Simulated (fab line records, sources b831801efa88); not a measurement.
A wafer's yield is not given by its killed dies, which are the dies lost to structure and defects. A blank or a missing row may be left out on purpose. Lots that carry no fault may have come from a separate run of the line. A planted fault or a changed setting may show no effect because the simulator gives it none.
Chamber matching / flow sky130 / rie diel-01 running SKY_POLY_GATE_ETCH_16: 4 sister chambers
The step etches Si3N4 in CH3F/O2, stops on poly-Si, time 147.5 s, target depth 75 nm. 4 wafers are shown with their chamber, then 7 later ones without.

## WAFERS, EACH WITH ITS CHAMBER
wafer=L629.2; chamber=2; drypump motor current A (A)=4.9
wafer=L629.6; chamber=3; drypump motor current A (A)=5.1
wafer=L631.1; chamber=0; drypump motor current A (A)=6.0
wafer=L631.4; chamber=1; drypump motor current A (A)=5.6

## WAFERS MISSING THEIR CHAMBER
wafer=L631.5; drypump motor current A (A)=5.6
wafer=L632.3; drypump motor current A (A)=5.6
wafer=L632.4; drypump motor current A (A)=4.9
wafer=L632.5; drypump motor current A (A)=5.9
wafer=L639.1; drypump motor current A (A)=6.0
wafer=L639.5; drypump motor current A (A)=5.9
wafer=L639.6; drypump motor current A (A)=4.9

## CHAMBER TAKEN BY EACH
wafer=L631.5; from the rows above=1; in truth=1
wafer=L632.3; from the rows above=1; in truth=1
wafer=L632.4; from the rows above=2; in truth=2
wafer=L632.5; from the rows above=0; in truth=0
wafer=L639.1; from the rows above=0; in truth=0
wafer=L639.5; from the rows above=0; in truth=0
wafer=L639.6; from the rows above=2; in truth=2
Correctly placed: 7 of 7. Can't be placed from these rows: 0. 0 placed wrongly.
How it was worked out, from the rows above alone: a wafer's distance from a chamber is the root of the sum, over the readings, of the square of ((its reading less the chamber's mean) divided by the reading's scatter). If the next closest chamber is less than 2 further off than the closest, the wafer can't be placed; otherwise it belongs to the closest. For every chamber, the mean is computed from those of its wafers that are shown. The scatter: root of mean squared gap, hidden wafer to nearest shown wafer, with one shown wafer a chamber.
